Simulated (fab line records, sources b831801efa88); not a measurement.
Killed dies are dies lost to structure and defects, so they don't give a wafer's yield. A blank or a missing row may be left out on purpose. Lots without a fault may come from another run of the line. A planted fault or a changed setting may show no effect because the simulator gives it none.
Which tool did it? | flow gf180mcu | 13 lots, 39 wafers sampled, at 6 steps of a route of 602

WHAT THE GAUGES READ, wafer by wafer
GF_CONTACT_OVL_MEAS_15. Usual: CONTACT_OVL 0 nm, standard deviation 4.7.
lot  | measured     | on         | CONTACT_OVL (nm) | flag
L112 | day 15 20:11 | overlay-02 | 3 2 -2           |
L114 | day 16 18:11 | overlay-02 | -4 -7 1          |
L115 | day 17 03:23 | overlay-02 | 3 1 -5           |
L118 | day 18 19:40 | overlay-02 | 6 0 2            |
L120 | day 19 05:51 | overlay-02 | -2 -1 -2         |
L121 | day 19 14:26 | overlay-02 | 4 0 -1           |
L122 | day 19 20:02 | overlay-02 | -10 -2 -7        |
L124 | day 20 16:16 | overlay-02 | 6 4 6            |
L125 | day 20 23:30 | overlay-02 | 0 -7 1           |
L127 | day 22 03:20 | overlay-02 | 2 -1 0           |
L129 | day 22 10:46 | overlay-02 | -5 4 -4          |
L131 | day 23 03:23 | overlay-02 | 6 5 1            |
L135 | day 24 04:09 | overlay-02 | 0 5 7            |

GF_CONTACT_RS_MEAS_25: measures by four-point-probe. Usual: CONTACT_W_RS 0.384 ohm/sq, standard deviation 0.0036.
lot  | measured     | on            | CONTACT_W_RS (ohm/sq) | flag
L112 | day 15 20:55 | film_metro-04 | 0.380 0.389 0.389     |
L114 | day 16 18:53 | film_metro-04 | 0.382 0.383 0.381     |
L115 | day 17 04:04 | film_metro-03 | 0.387 0.383 0.385     |
L118 | day 18 20:23 | film_metro-04 | 0.389 0.387 0.383     |
L120 | day 19 06:34 | film_metro-02 | 0.384 0.393 0.387     |
L121 | day 19 15:11 | film_metro-03 | 0.384 0.384 0.389     |
L122 | day 19 20:49 | film_metro-04 | 0.384 0.385 0.380     |
L124 | day 20 16:58 | film_metro-03 | 0.383 0.384 0.384     |
L125 | day 21 00:14 | film_metro-04 | 0.380 0.383 0.383     |
L127 | day 22 04:02 | film_metro-02 | 0.344 0.387 0.344     | OFF
L129 | day 22 11:36 | film_metro-02 | 0.381 0.382 0.337     | OFF
L131 | day 23 04:13 | film_metro-02 | 0.377 0.380 0.378     |
L135 | day 24 04:52 | film_metro-02 | 0.386 0.385 0.382     |

GF_CONTACT_THK_MEAS_26: measures by xrf. Usual: CONTACT_W_THK 300 nm, standard deviation 4.
lot  | measured     | on            | CONTACT_W_THK (nm) | flag
L112 | day 15 21:01 | film_metro-04 | 300 292 292        |
L114 | day 16 19:01 | film_metro-04 | 300 297 299        |
L115 | day 17 04:11 | film_metro-03 | 299 302 300        |
L118 | day 18 20:30 | film_metro-04 | 294 295 299        |
L120 | day 19 06:41 | film_metro-02 | 299 292 296        |
L121 | day 19 15:17 | film_metro-03 | 305 301 298        |
L122 | day 19 20:54 | film_metro-04 | 298 297 302        |
L124 | day 20 17:05 | film_metro-03 | 302 301 303        |
L125 | day 21 00:20 | film_metro-04 | 297 295 296        |
L127 | day 22 04:09 | film_metro-02 | 334 299 336        | OFF
L129 | day 22 11:41 | film_metro-02 | 302 302 342        | OFF
L131 | day 23 04:19 | film_metro-02 | 304 302 303        |
L135 | day 24 04:59 | film_metro-02 | 300 300 303        |

WHICH TOOL RAN EACH LOT (tool, then ch and the chambers of the sampled wafers, then the start)
lot  | GF_CONTACT_SPUTTER_22        | GF_CONTACT_SPUTTER_23        | GF_CONTACT_CVD_24
L112 | pvd_sputter-04, day 15 20:41 | pvd_sputter-04, day 15 20:44 | cvd_w-02 ch 0,1, day 15 20:49
L114 | pvd_sputter-04, day 16 18:41 | pvd_sputter-04, day 16 18:45 | cvd_w-02 ch 0,1, day 16 18:47
L115 | pvd_sputter-01, day 17 03:52 | pvd_sputter-01, day 17 03:56 | cvd_w-01 ch 1, day 17 03:58
L118 | pvd_sputter-03, day 18 20:11 | pvd_sputter-03, day 18 20:14 | cvd_w-01 ch 0,1, day 18 20:17
L120 | pvd_sputter-03, day 19 06:22 | pvd_sputter-03, day 19 06:25 | cvd_w-02 ch 0,1, day 19 06:28
L121 | pvd_sputter-01, day 19 14:56 | pvd_sputter-01, day 19 15:00 | cvd_w-02 ch 0,1, day 19 15:04
L122 | pvd_sputter-03, day 19 20:33 | pvd_sputter-03, day 19 20:37 | cvd_w-01 ch 0,1, day 19 20:41
L124 | pvd_sputter-03, day 20 16:46 | pvd_sputter-03, day 20 16:50 | cvd_w-01 ch 0,1, day 20 16:52
L125 | pvd_sputter-01, day 21 00:01 | pvd_sputter-01, day 21 00:04 | cvd_w-02 ch 0, day 21 00:07
L127 | pvd_sputter-03, day 22 03:49 | pvd_sputter-03, day 22 03:53 | cvd_w-02 ch 0,1, day 22 03:55
L129 | pvd_sputter-01, day 22 11:20 | pvd_sputter-01, day 22 11:24 | cvd_w-02 ch 0,1, day 22 11:29
L131 | pvd_sputter-03, day 23 03:59 | pvd_sputter-03, day 23 04:02 | cvd_w-01 ch 0,1, day 23 04:07
L135 | pvd_sputter-04, day 24 04:40 | pvd_sputter-04, day 24 04:43 | cvd_w-01 ch 0,1, day 24 04:46
- GF_CONTACT_SPUTTER_22: material Ti, target thk 15 nm, time 80.02 s.
- GF_CONTACT_SPUTTER_23: material TiN, target thk 10 nm, time 40 s.
- GF_CONTACT_CVD_24: deposits W, target thk 300 nm, time 90.339 s.

WHAT THE TOOLS THEMSELVES READ (means of the sampled wafers that have a number; where no wafer has one, the mark that the record gives instead)
GF_CONTACT_SPUTTER_22. Usual: chamber_pressure_pa 5.000 Pa, standard deviation 0.0091; throttle_valve_pct 30.3 %, standard deviation 0.81.
lot  | tool           | chamber_pressure_pa (Pa) | throttle_valve_pct (%) | flag
L112 | pvd_sputter-04 | 5.009                    | 29.8                   |
L114 | pvd_sputter-04 | 4.993                    | 30.2                   |
L115 | pvd_sputter-01 | 5.004                    | 30.5                   |
L118 | pvd_sputter-03 | 4.988                    | 30.5                   |
L120 | pvd_sputter-03 | 4.999                    | 29.6                   |
L121 | pvd_sputter-01 | 5.000                    | 30.3                   |
L122 | pvd_sputter-03 | 4.999                    | 30.3                   |
L124 | pvd_sputter-03 | 4.999                    | 30.6                   |
L125 | pvd_sputter-01 | 5.001                    | 30.1                   |
L127 | pvd_sputter-03 | 5.017                    | 30.6                   |
L129 | pvd_sputter-01 | 4.995                    | 30.5                   |
L131 | pvd_sputter-03 | 4.999                    | 30.6                   |
L135 | pvd_sputter-04 | 5.000                    | 30.0                   |

GF_CONTACT_SPUTTER_23. Usual: chamber_pressure_pa 4.999 Pa, standard deviation 0.009; throttle_valve_pct 30.3 %, standard deviation 0.79.
lot  | tool           | chamber_pressure_pa (Pa) | throttle_valve_pct (%) | flag
L112 | pvd_sputter-04 | 5.000                    | 29.9                   |
L114 | pvd_sputter-04 | 5.011                    | 30.3                   |
L115 | pvd_sputter-01 | 4.994                    | 30.5                   |
L118 | pvd_sputter-03 | 4.999                    | 30.2                   |
L120 | pvd_sputter-03 | 5.006                    | 29.8                   |
L121 | pvd_sputter-01 | 5.004                    | 30.4                   |
L122 | pvd_sputter-03 | 4.994                    | 30.3                   |
L124 | pvd_sputter-03 | 4.998                    | 30.5                   |
L125 | pvd_sputter-01 | 5.008                    | 30.2                   |
L127 | pvd_sputter-03 | 4.992                    | 30.4                   |
L129 | pvd_sputter-01 | 5.003                    | 30.5                   |
L131 | pvd_sputter-03 | 4.993                    | 30.6                   |
L135 | pvd_sputter-04 | 4.996                    | 29.9                   |

GF_CONTACT_CVD_24. Usual: heater_power_w 853 W, standard deviation 37.
lot  | tool     | heater_power_w (W) | flag
L112 | cvd_w-02 | 894                |
L114 | cvd_w-02 | 864                |
L115 | cvd_w-01 | 886                |
L118 | cvd_w-01 | 822                |
L120 | cvd_w-02 | 883                |
L121 | cvd_w-02 | 877                |
L122 | cvd_w-01 | 823                |
L124 | cvd_w-01 | 818                |
L125 | cvd_w-02 | 872                |
L127 | cvd_w-02 | 893                |
L129 | cvd_w-02 | 880                |
L131 | cvd_w-01 | 827                |
L135 | cvd_w-01 | 827                |

THE ANSWER, worked out from the rows above alone
Rule: a lot is off if the mean of its wafers that have a number lies more than 3 standard deviations from the usual mean. A lot without any number at a reading at which 4 lots or more have one is off too. The other lots that the step has rows for count as sound. The gauges are gone through in route order, then the tools' own readings, and for those a lot's mean is taken as printed above. The first step at which some lot is off is used, and at that step the reading that is off furthest; a lot without a number counts as furthest.
Off: L127, L129, at GF_CONTACT_RS_MEAS_25 (CONTACT_W_RS).
A tool fits if, at a process step before that reading, it ran every lot that is off, and no sound lot after the first of them. The gauges at GF_CONTACT_RS_MEAS_25 are tried like those tools. One fits: cvd_w-02 at GF_CONTACT_CVD_24. Its last sound lot is L125 (day 21 00:07), its first lot that is off L127 (day 22 03:55): a fault that began between those two fits.

WHAT THE SIMULATOR HAD PUT IN
Process parameter drift: cvd_w-02, from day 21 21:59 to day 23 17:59, at GF_CONTACT_CVD_24. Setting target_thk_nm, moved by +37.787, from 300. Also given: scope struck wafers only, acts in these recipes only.
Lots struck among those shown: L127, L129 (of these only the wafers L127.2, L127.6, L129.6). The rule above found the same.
